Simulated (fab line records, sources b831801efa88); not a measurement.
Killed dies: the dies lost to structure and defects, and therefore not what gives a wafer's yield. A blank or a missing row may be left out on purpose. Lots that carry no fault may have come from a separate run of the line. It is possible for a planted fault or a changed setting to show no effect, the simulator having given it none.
The same fault as seen by 2 desks | flow sky130 | only its own numbers are on each desk; what lay behind them is given at the end

== FOR THE TOOL OWNER'S DESK: cvd w-02 ==
The tool's own readings at SKY_VIA1_CVD_21 (deposits W, target thk 270 nm, time 80.902 s): means of the sampled wafers that have a number, for each lot that ran on this tool. Any lot whose mean is over 4 standard deviations away from the usual mean is out of limits and marked OUT; that distance is given in the brackets.
Columns: A = chamber pressure Torr at SKY_VIA1_CVD_21, usual 40.00 Torr; B = heater power w at SKY_VIA1_CVD_21, usual 879 W
lot  | first seen here | A               | B
L232 | day 34 04:29    | 40.05           | 908
L234 | day 35 07:59    | 40.08           | 903
L235 | day 35 14:40    | 39.92           | 900
L238 | day 36 09:20    | 39.94           | 906
L239 | day 36 12:41    | 39.95           | 900
L241 | day 37 09:20    | 40.03           | 899
L249 | day 39 14:45    | 45.15 (+64) OUT | 862
L250 | day 39 17:13    | 44.99 (+62) OUT | 853
This desk's verdict: out of limits on L249, L250, starting with L249 at day 39 14:45 (chamber pressure Torr at SKY_VIA1_CVD_21). Within limits: L232, L234, L235, L238, L239, L241.

== FROM THE METROLOGY DESK ==
What the gauges read for every lot (on any tool): the sampled wafers with a number, averaged. Any lot whose mean is over 4 standard deviations away from the usual mean is out of limits and marked OUT; that distance is given in the brackets.
Columns: A = VIA1_BOW at SKY_VIA1_BOW_MEAS_03, usual 81 um; B = VIA1_W_RS at SKY_VIA1_RS_MEAS_22, usual 0.426 ohm/sq; C = VIA1_W_THK at SKY_VIA1_THK_MEAS_23, usual 266 nm; D = METAL2_ALCU_THK at SKY_METAL2_THK_MEAS_06, usual 255.9 nm
lot  | first seen here | A  | B                | C              | D
L232 | day 33 00:29    | 78 | 0.425            | 266            | 254.2
L234 | day 34 04:10    | 93 | 0.428            | 262            | 253.4
L235 | day 34 10:08    | 84 | 0.425            | 267            | 256.6
L237 | day 34 19:28    | 82 | 0.427            | 267            | 255.9
L238 | day 35 06:04    | 76 | 0.427            | 264            | 255.5
L239 | day 35 08:49    | 86 | 0.428            | 263            | 249.8
L241 | day 36 05:40    | 81 | 0.422            | 267            | 258.1
L240 | day 36 06:13    | 77 | 0.429            | 262            | 259.4
L249 | day 38 12:11    | 82 | 0.401 (-6.3) OUT | 280 (+4.2) OUT | 260.6
L250 | day 38 14:58    | 75 | 0.406 (-4.9) OUT | 275            | 253.6
This desk finds L249, L250 out of limits, with the earliest case on L249 at day 39 14:52 (VIA1_W_RS at SKY_VIA1_RS_MEAS_22). Within limits: L232, L234, L235, L237, L238, L239, L241, L240.

== TAKEN TOGETHER ==
The tool owner's desk had the chance to raise an alarm at day 39 14:45 on L249, L250.
The metrology desk could have raised an alarm at day 39 14:52, on L249, L250.
The lots listed all ran SKY_VIA1_CVD_21 on cvd w-02.

== WHAT WAS PUT IN BY THE SIMULATOR ==
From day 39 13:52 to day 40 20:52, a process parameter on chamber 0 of cvd w-02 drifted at SKY_VIA1_CVD_21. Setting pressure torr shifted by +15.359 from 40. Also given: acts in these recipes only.
Shown lots that were struck: L249, L250.
Hours from the fault's start to each desk's first reading out of limits: the tool owner's desk, 1; the metrology desk, 1.
